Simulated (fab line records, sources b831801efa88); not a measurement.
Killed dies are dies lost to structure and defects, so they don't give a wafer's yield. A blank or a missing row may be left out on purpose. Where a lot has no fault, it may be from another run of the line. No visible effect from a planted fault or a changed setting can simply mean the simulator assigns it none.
A sampling plan put to the test    flow gf180mcu    56 faults told of in these records, all on one fab line, each judged by the records of the lots it struck
The line's own looks make up the plan; these are the steps of the route where a gauge or inspection reads the wafer and leaves it unchanged. A look can be judged if struck wafers have a number there and the file gives its usual mean and standard deviation on fault-free wafers. Caught: 4 or more of those standard deviations (sigma) separate the usual mean from the mean of the struck wafers at a look after the fault's first step. On the tool: the identical test, applied to the tool's own readings at the steps of the fault. It also counts as caught if the struck wafers ran another recipe or if their record alone is blank.

## THE FAULTS, as the simulator had put them in
1. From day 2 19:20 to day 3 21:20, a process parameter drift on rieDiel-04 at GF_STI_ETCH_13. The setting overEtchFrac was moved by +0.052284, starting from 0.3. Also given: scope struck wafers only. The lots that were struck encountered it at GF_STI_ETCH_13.
2. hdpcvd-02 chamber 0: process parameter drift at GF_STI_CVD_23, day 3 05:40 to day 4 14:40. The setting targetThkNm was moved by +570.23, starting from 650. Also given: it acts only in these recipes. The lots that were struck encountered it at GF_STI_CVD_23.
3. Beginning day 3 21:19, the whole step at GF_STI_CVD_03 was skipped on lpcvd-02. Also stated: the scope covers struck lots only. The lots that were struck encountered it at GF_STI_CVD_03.
4. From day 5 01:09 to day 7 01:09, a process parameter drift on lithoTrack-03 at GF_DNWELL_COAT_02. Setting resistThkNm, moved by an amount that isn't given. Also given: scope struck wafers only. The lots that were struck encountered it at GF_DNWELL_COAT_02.
5. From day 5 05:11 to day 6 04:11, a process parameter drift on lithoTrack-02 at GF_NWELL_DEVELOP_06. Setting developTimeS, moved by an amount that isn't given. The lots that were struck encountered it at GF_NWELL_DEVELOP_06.
6. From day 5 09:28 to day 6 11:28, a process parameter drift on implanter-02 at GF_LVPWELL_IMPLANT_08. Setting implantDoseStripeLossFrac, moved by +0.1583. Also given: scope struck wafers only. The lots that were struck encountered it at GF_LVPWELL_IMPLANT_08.
7. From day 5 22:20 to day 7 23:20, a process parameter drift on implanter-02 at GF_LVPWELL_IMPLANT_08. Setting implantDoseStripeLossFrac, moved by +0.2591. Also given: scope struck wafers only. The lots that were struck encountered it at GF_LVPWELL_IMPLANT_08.
8. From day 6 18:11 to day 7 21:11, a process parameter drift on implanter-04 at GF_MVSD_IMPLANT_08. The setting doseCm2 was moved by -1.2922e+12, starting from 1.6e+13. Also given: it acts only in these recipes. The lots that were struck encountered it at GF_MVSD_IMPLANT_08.
9. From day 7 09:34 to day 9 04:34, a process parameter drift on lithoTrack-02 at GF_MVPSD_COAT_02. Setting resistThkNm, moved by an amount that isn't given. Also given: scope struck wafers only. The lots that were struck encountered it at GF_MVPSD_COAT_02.
10. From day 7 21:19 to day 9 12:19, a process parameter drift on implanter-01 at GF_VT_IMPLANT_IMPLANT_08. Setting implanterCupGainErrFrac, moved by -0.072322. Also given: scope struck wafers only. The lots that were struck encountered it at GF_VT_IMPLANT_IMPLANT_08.
11. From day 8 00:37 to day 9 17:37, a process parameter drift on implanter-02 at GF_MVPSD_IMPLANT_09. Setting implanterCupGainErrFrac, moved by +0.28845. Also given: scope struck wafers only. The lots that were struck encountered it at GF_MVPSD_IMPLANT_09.
12. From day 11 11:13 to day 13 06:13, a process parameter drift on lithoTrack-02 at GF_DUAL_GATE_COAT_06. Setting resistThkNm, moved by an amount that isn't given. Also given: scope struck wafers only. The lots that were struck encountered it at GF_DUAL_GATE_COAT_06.
13. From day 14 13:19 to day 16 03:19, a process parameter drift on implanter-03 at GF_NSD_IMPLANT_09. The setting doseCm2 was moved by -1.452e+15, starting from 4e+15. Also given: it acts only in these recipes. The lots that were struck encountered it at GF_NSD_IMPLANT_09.
14. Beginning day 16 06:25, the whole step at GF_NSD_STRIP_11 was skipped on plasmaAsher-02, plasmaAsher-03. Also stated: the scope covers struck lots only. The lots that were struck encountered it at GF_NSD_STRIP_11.
15. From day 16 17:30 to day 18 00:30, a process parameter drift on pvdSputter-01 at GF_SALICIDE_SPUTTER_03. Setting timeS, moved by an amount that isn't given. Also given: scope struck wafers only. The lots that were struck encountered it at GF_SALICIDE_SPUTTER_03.
16. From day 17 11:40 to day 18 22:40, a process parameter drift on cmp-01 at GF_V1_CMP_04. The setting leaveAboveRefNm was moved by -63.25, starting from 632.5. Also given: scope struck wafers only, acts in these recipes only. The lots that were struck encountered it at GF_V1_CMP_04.
17. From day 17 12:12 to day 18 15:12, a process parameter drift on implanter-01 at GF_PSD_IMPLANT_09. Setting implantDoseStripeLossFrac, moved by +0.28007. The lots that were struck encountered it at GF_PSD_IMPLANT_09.
18. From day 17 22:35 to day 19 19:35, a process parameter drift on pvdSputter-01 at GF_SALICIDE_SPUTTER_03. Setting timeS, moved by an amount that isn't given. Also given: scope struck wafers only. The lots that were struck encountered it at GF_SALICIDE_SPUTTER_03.
19. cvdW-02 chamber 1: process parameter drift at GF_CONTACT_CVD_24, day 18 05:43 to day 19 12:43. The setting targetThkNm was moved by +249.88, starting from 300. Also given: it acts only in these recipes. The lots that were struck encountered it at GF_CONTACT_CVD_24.
20. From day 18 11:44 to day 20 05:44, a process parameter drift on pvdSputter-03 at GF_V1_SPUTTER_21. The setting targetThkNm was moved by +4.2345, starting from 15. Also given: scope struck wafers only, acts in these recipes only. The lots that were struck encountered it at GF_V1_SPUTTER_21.
21. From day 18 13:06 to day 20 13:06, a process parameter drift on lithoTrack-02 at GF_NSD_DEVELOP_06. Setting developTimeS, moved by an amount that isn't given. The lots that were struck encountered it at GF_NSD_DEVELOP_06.
22. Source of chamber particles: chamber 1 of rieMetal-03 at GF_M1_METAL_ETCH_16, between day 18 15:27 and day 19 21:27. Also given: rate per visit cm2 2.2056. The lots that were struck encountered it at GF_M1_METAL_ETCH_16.
23. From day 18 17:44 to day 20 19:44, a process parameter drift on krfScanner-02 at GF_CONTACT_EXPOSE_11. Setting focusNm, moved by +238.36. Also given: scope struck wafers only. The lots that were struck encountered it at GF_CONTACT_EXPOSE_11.
24. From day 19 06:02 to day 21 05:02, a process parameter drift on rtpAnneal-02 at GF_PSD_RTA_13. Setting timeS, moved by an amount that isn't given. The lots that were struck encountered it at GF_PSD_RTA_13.
25. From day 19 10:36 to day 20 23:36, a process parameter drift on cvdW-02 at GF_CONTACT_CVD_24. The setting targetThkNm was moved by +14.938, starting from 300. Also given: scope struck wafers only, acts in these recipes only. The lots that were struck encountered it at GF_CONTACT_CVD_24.
26. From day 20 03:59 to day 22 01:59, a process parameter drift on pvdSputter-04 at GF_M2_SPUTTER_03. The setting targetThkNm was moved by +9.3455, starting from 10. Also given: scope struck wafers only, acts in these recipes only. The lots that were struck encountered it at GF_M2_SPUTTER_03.
27. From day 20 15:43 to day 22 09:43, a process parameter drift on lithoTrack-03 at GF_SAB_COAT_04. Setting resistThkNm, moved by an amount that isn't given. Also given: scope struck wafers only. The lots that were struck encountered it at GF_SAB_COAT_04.
28. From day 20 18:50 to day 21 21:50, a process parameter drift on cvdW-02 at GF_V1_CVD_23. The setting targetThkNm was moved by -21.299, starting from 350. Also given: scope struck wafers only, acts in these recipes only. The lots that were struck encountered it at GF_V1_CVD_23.
29. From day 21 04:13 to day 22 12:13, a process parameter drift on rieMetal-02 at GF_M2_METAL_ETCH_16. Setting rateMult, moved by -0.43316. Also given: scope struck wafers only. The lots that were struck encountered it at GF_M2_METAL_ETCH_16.
30. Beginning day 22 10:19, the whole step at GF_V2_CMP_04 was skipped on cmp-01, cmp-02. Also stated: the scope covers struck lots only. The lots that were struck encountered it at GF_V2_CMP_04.
31. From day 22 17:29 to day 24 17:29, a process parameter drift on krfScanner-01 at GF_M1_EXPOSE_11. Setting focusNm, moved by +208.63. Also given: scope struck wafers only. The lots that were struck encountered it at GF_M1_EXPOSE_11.
32. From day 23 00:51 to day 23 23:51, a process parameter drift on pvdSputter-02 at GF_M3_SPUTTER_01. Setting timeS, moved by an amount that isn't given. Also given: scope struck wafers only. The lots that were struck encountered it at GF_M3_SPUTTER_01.
33. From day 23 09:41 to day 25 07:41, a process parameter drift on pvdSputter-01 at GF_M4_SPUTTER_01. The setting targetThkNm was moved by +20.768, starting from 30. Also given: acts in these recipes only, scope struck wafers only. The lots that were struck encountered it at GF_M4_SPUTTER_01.
34. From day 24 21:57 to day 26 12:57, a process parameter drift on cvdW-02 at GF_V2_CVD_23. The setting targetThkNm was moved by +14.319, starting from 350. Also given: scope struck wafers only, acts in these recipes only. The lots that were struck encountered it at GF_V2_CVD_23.
35. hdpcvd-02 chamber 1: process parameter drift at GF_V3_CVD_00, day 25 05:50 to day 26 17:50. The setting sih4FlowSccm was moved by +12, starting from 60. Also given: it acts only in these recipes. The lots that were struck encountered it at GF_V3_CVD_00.
36. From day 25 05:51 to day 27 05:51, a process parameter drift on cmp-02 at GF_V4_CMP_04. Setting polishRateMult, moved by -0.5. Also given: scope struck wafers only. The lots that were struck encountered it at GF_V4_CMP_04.
37. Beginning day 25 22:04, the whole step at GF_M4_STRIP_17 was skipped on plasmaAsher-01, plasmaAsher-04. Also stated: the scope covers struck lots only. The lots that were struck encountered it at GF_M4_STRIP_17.
38. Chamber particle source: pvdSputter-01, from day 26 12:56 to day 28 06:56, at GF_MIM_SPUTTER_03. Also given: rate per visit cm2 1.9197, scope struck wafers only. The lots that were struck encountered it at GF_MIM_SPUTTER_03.
39. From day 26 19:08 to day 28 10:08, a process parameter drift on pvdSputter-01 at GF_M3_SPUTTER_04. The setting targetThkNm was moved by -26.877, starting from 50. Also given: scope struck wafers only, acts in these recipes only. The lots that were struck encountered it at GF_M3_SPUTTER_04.
40. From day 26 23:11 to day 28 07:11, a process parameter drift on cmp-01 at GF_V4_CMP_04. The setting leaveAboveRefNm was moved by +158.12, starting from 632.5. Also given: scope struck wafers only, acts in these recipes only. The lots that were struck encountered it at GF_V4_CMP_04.
41. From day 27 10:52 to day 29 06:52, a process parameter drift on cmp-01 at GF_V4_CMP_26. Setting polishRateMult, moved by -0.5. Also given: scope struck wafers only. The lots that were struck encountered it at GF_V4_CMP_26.
42. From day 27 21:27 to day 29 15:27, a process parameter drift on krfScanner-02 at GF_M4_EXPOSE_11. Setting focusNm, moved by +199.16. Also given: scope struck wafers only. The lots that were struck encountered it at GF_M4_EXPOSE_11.
43. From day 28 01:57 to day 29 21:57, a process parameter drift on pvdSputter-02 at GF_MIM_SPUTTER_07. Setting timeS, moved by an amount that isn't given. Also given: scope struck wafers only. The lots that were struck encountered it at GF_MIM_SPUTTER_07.
44. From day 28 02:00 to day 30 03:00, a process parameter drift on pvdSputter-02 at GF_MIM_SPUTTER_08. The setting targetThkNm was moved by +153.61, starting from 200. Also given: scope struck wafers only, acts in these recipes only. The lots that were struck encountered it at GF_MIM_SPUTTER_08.
45. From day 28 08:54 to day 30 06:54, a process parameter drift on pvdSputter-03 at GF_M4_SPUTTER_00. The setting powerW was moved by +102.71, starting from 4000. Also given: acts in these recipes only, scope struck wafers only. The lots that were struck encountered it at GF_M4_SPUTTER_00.
46. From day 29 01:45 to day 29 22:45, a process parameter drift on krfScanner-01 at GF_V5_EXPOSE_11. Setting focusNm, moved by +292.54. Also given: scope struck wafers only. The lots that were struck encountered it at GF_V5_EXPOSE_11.
47. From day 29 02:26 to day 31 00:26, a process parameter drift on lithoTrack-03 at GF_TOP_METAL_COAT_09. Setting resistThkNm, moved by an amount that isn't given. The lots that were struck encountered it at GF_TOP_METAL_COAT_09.
48. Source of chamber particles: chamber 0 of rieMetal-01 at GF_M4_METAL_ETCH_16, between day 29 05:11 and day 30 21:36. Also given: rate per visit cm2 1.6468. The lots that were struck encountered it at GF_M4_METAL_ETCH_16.
49. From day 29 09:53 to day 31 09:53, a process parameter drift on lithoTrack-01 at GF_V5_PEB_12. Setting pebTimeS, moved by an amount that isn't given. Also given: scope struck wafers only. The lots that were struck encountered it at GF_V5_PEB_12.
50. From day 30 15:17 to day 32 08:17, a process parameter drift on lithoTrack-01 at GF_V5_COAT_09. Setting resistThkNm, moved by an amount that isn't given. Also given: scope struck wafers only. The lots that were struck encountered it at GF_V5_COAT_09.
51. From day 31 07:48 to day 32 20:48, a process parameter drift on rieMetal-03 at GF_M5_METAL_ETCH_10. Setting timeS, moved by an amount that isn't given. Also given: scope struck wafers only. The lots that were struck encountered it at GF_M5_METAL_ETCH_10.
52. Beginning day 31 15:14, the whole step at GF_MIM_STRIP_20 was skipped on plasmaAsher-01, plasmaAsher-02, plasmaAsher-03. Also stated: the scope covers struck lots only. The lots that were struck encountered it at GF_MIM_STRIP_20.
53. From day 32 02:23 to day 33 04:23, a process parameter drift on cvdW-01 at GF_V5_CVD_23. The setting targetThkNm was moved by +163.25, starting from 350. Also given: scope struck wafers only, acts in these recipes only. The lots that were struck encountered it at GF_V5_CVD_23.
54. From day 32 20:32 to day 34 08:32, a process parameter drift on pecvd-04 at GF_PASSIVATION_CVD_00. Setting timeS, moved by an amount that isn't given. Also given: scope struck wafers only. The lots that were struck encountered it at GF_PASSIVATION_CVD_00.
55. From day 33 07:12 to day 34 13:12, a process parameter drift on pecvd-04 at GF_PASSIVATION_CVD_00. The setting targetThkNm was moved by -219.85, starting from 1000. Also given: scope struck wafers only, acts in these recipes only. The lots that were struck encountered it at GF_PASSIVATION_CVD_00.
56. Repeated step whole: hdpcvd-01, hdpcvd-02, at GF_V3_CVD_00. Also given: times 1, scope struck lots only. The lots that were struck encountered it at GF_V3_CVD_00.

## WHAT THE PLAN SAW
fault  on the tool itself                                first look that catches it                       reading, sigma                                                         median hours from its first step to that look  hours from the fault's start to the first struck lot there  judged looks passed uncaught
1      only faintly: oesProductAu -2.2 sigma             not the one look that can be judged after it     -                                                                      -                                              -                                                           1
2      under 2 sigma                                     GF_STI_THK_MEAS_24                               STI_CVD_23_THK +78                                                     0.1                                            5                                                           0
3      the tool's record is blank for the struck wafers  no look after it can be judged                   -                                                                      -                                              -                                                           0
4      under 2 sigma                                     GF_NWELL_TW_MEAS_11                              NWELL_TW +18                                                           21.0                                           29                                                          0
5      no reading that can be judged                     none of the 6 looks that can be judged after it  -                                                                      -                                              -                                                           6
6      under 2 sigma                                     none of the 3 looks that can be judged after it  strongest: LVPWELL_RS at GF_VT_IMPLANT_RS_MEAS_48, +3.8                -                                              -                                                           3
7      no reading that can be judged                     GF_VT_IMPLANT_RS_MEAS_48                         LVPWELL_RS +5.7                                                        108.0                                          146                                                         0
8      doseIonsCm2 -75 sigma                             GF_VT_IMPLANT_RS_MEAS_46                         MVSD_RS +14                                                            85.0                                           89                                                          0
9      no reading that can be judged                     not the one look that can be judged after it     -                                                                      -                                              -                                                           1
10     beamOnS +4.7 sigma                                GF_VT_IMPLANT_TW_MEAS_10                         VT_IMPLANT_TW +4.4                                                     0.2                                            10                                                          0
11     faradayCurrentUA +16 sigma                        GF_VT_IMPLANT_RS_MEAS_49                         MVPSD_RS +20                                                           73.8                                           85                                                          1
12     no reading that can be judged                     no look after it can be judged                   -                                                                      -                                              -                                                           0
13     doseIonsCm2 -99 or beyond sigma                   GF_PSD_RS_MEAS_14                                NSD_RS +42                                                             21.5                                           28                                                          0
14     the tool's record is blank for the struck wafers  GF_PSD_TW_MEAS_11                                PSD_TW -98                                                             22.7                                           25                                                          0
15     under 2 sigma                                     GF_SALICIDE_THK_MEAS_05                          SALICIDE_TIN_THK -8.7                                                  0.2                                            3                                                           0
16     timeToEndpointS +5.4 sigma                        no look after it can be judged                   -                                                                      -                                              -                                                           0
17     no reading that can be judged                     GF_PSD_RS_MEAS_15                                PSD_RS +39                                                             0.6                                            5                                                           1
18     under 2 sigma                                     not the one look that can be judged after it     strongest: SALICIDE_TIN_THK at GF_SALICIDE_THK_MEAS_05, +3.7           -                                              -                                                           1
19     under 2 sigma                                     GF_CONTACT_RS_MEAS_25                            CONTACT_W_RS -37                                                       0.1                                            9                                                           0
20     under 2 sigma                                     no look after it can be judged                   -                                                                      -                                              -                                                           0
21     no reading that can be judged                     GF_NSD_CD_MEAS_07                                cdNm +6.7                                                              0.2                                            9                                                           0
22     under 2 sigma                                     none of the 2 looks that can be judged after it  -                                                                      -                                              -                                                           2
23     under 2 sigma                                     not the one look that can be judged after it     strongest: cdNm at GF_CONTACT_CD_MEAS_14, -3.6                         -                                              -                                                           1
24     runLengthS +99 or beyond sigma                    GF_PSD_RS_MEAS_14                                NSD_RS -48                                                             0.1                                            17                                                          0
25     under 2 sigma                                     none of the 2 looks that can be judged after it  strongest: CONTACT_W_RS at GF_CONTACT_RS_MEAS_25, -3.1                 -                                              -                                                           2
26     under 2 sigma                                     no look after it can be judged                   -                                                                      -                                              -                                                           0
27     under 2 sigma                                     no look after it can be judged                   -                                                                      -                                              -                                                           0
28     under 2 sigma                                     GF_V1_RS_MEAS_24                                 V1_W_RS +6.3                                                           0.1                                            11                                                          0
29     oesProductAu -51 sigma                            no look after it can be judged                   -                                                                      -                                              -                                                           0
30     the tool's record is blank for the struck wafers  not the one look that can be judged after it     -                                                                      -                                              -                                                           1
31     no reading that can be judged                     GF_M1_CD_MEAS_14                                 cdNm -10                                                               11.1                                           37                                                          0
32     under 2 sigma                                     no look after it can be judged                   -                                                                      -                                              -                                                           0
33     under 2 sigma                                     no look after it can be judged                   -                                                                      -                                              -                                                           0
34     under 2 sigma                                     not the one look that can be judged after it     strongest: V2_W_RS at GF_V2_RS_MEAS_24, -2.7                           -                                              -                                                           1
35     sih4FlowSccm +63 sigma                            GF_V3_THK_MEAS_01                                V3_CVD_00_THK +22                                                      0.1                                            8                                                           0
36     under 2 sigma                                     not the one look that can be judged after it     -                                                                      -                                              -                                                           1
37     no reading that can be judged                     no look after it can be judged                   -                                                                      -                                              -                                                           0
38     under 2 sigma                                     no look after it can be judged                   -                                                                      -                                              -                                                           0
39     under 2 sigma                                     none of the 7 looks that can be judged after it  strongest: M3_ALCU_THK at GF_M3_THK_MEAS_06, +3.2                      -                                              -                                                           7
40     timeToEndpointS -10 sigma                         not the one look that can be judged after it     -                                                                      -                                              -                                                           1
41     overpolishRunS -99 or beyond sigma                no look after it can be judged                   -                                                                      -                                              -                                                           0
42     no reading that can be judged                     GF_M4_CD_MEAS_14                                 cdNm -8.6                                                              9.4                                            18                                                          0
43     under 2 sigma                                     no look after it can be judged                   -                                                                      -                                              -                                                           0
44     under 2 sigma                                     GF_MIM_RS_MEAS_10                                MIM_ALCU_RS -41                                                        0.1                                            36                                                          0
45     cathodeDcPowerW +99 or beyond sigma               no look after it can be judged                   -                                                                      -                                              -                                                           0
46     no reading that can be judged                     GF_V5_CD_MEAS_14                                 cdNm +4.0                                                              9.5                                            15                                                          0
47     under 2 sigma                                     GF_TOP_METAL_CD_MEAS_14                          cdNm +13                                                               9.5                                            24                                                          0
48     under 2 sigma                                     not the one look that can be judged after it     -                                                                      -                                              -                                                           1
49     heaterPowerTotalW +39 sigma                       none of the 2 looks that can be judged after it  strongest: cdNm at GF_V5_CD_MEAS_14, -3.4                              -                                              -                                                           2
50     no reading that can be judged                     not the one look that can be judged after it     -                                                                      -                                              -                                                           1
51     runLengthS +24 sigma                              no look after it can be judged                   -                                                                      -                                              -                                                           0
52     the tool's record is blank for the struck wafers  no look after it can be judged                   -                                                                      -                                              -                                                           0
53     under 2 sigma                                     GF_V5_RS_MEAS_24                                 V5_W_RS -17                                                            0.1                                            17                                                          0
54     runLengthS -9.5 sigma                             not the one look that can be judged after it     strongest: PASSIVATION_CVD_00_THK at GF_PASSIVATION_THK_MEAS_01, -3.0  -                                              -                                                           1
55     under 2 sigma                                     GF_PASSIVATION_THK_MEAS_01                       PASSIVATION_CVD_00_THK -17                                             0.1                                            7                                                           0
56     no reading that can be judged                     GF_V3_THK_MEAS_01                                V3_CVD_00_THK +99 or beyond                                            0.3                                            -                                                           0
A dash: this means the fault isn't caught or the number doesn't appear in these records.

Caught at a look: 23 of 56. Caught on the tool: 18 of 56. By one or the other: 34 of 56.
On the tool alone, faults 3, 16, 29, 30, 40, 41, 45, 49, 51, 52, 54 were caught.
Caught at a look alone: faults 2, 4, 7, 15, 17, 19, 21, 28, 31, 42, 44, 46, 47, 53, 55, 56.
Caught by neither: faults 1, 5, 6, 9, 12, 18, 20, 22, 23, 25, 26, 27, 32, 33, 34, 36, 37, 38, 39, 43, 48, 50.

## THINNER SAMPLING
In the worst case, this is how late the first struck lot would be measured if the look that catches a fault measured only every second or every third lot, by lot number:
fault  struck lots at that look, in order of time  every lot  every second lot  every third lot
2      L890, L892                                  5 h        may miss all 2    may miss all 2
4      L352, L354, L355                            29 h       54 h              may miss all 3
7      L330, L331                                  146 h      157 h             may miss all 2
8      L423, L425                                  89 h       may miss all 2    may miss all 2
10     L670                                        10 h       may miss it       may miss it
11     L179, L181                                  85 h       may miss all 2    may miss all 2
13     L398, L400                                  28 h       may miss all 2    may miss all 2
14     L907, L908                                  25 h       35 h              may miss all 2
15     L411, L413                                  3 h        may miss all 2    may miss all 2
17     L155, L157                                  5 h        may miss all 2    may miss all 2
19     L335, L336                                  9 h        21 h              may miss all 2
21     L130, L132                                  9 h        may miss all 2    may miss all 2
24     L946, L947                                  17 h       27 h              may miss all 2
28     L356                                        11 h       may miss it       may miss it
31     L600, L601                                  37 h       52 h              may miss all 2
35     L836                                        8 h        may miss it       may miss it
42     L430, L432                                  18 h       may miss all 2    may miss all 2
44     L933                                        36 h       may miss it       may miss it
46     L195, L197                                  15 h       may miss all 2    may miss all 2
47     L539, L540                                  24 h       34 h              may miss all 2
53     L160, L161                                  17 h       18 h              may miss all 2
55     L877, L879                                  7 h        may miss all 2    may miss all 2
The hour figures run from when the fault began to the first measured lot among those it struck. The test against the limit of 4 sigma pooled every struck wafer, which means one lot taken alone may stay below that limit. Other struck lots may not be in these records.

## THE LONGEST TIMED WAY FROM STEP TO LOOK
Fault 7: the median time between GF_LVPWELL_IMPLANT_08 and GF_VT_IMPLANT_RS_MEAS_48 is 108.0 hours. No look between them can be judged.
